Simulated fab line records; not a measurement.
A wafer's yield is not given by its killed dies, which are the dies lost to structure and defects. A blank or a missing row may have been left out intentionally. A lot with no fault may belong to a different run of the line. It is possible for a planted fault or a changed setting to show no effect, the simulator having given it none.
Comparing a struck lot with a sound one / flow sky130 / 15 out of 708 route steps
Sound: these wafers, L703.3, L703.5, L703.6. Struck: wafers L713.3, L713.4, L713.6. The cause comes at the end.
Order at every step that has rows: each side's tool, ch and its chambers, its first start. Under that, the readings that differ: sound wafers / struck wafers / difference of the means / sigmas: that difference in standard deviations of wafers without a fault.
alike: a reading whose means differ by less than 2 such deviations, as well as words and numbers matching on both sides. not compared: withheld readings; readings where some wafer has no value; bounds like >300 that might hide an equal value; numbers whose values overlap and for which the record gives no deviation.
A row with sigmas, a row that says differs or no value, or rows on one side alone: a step with any of these is where the two part. When numbers do not overlap yet have no deviation, they are printed without sigmas and do not part them. Lack of a reading on every wafer of one side parts them only where that side has two or more wafers.

first, 1 step without rows for these wafers: SKY_VT_ADJUST_NCORE_IMPLANT_09.
SKY_VT_ADJUST_NCORE_STRIP_10: strips in O2/N2.
  sound on plasmaAsher-04 ch 0,1, day 10 23:01; struck on plasmaAsher-04 ch 0,1, day 13 19:31
reading=stripTimeToEndpointS (s); sound=14.08 14.09 14.06; struck=14.21 14.17 14.18; difference=+0.11; sigmas=+2
  alike: drypumpMotorCurrentA, oesProductAu
  not compared: rfHoursCounterH
SKY_VT_ADJUST_NCORE_TW_MEAS_11:
  sound on filmMetro-02, day 10 23:06; struck on filmMetro-03, day 13 19:36
  alike: VT_ADJUST_NCORE_TW
then, 7 steps without rows for these wafers: SKY_VT_ADJUST_HVTR_DEHYDRATE_00 (time 60 s); SKY_VT_ADJUST_HVTR_HMDS_01 (prime time 60 s); SKY_VT_ADJUST_HVTR_COAT_02 (resist thk 1140 nm); SKY_VT_ADJUST_HVTR_SOFTBAKE_03 (time 60 s); SKY_VT_ADJUST_HVTR_EXPOSE_04 (exposes mask HVTRM, target cd 380 nm); SKY_VT_ADJUST_HVTR_PEB_05; SKY_VT_ADJUST_HVTR_DEVELOP_06 (develop time 60 s).
SKY_VT_ADJUST_HVTR_CD_MEAS_07: target cd 380 nm.
  sound on cdSem-01, day 11 23:07; struck on cdSem-01, day 14 21:20
reading=cdNm (nm); sound=383.1 383.6 381.9; struck=379.0 376.6 376.3; difference=-5.6; sigmas=-2
SKY_VT_ADJUST_HVTR_OVL_MEAS_08:
  sound on overlay-02, day 11 23:13; struck on overlay-01, day 14 21:25
reading=VT_ADJUST_HVTR_OVL (nm); sound=0.6 -0.6 2.3; struck=2.9 3.0 4.0; difference=+2.5; sigmas=+2
SKY_VT_ADJUST_HVTR_IMPLANT_09:
  sound on implanter-01 ch 0, day 11 23:17; struck on implanter-03, day 14 21:29
  no value came back on the struck wafers for beamEnergyKeV, beamOnS (s), doseIonsCm2; on the sound wafers beamEnergyKeV reads 9.9968 9.9977 9.9969
SKY_VT_ADJUST_HVTR_STRIP_10: strips in O2/N2.
  sound on plasmaAsher-04 ch 0,1, day 11 23:25; struck on plasmaAsher-02 ch 0,1, day 14 21:37
  alike: drypumpMotorCurrentA, oesProductAu, stripTimeToEndpointS
  not compared: rfHoursCounterH
SKY_VT_ADJUST_HVTR_TW_MEAS_11:
  sound on filmMetro-03, day 11 23:30; struck on filmMetro-02, day 14 21:43
reading=VT_ADJUST_HVTR_TW; sound=209.9 209.2 209.7; struck=29.4 29.5 29.5; difference=-180.1; sigmas=-99 or more

== WHERE THEY PART ==
First at SKY_VT_ADJUST_NCORE_STRIP_10; last, within this record, at SKY_VT_ADJUST_HVTR_TW_MEAS_11.

WHY: the cause the simulator had injected
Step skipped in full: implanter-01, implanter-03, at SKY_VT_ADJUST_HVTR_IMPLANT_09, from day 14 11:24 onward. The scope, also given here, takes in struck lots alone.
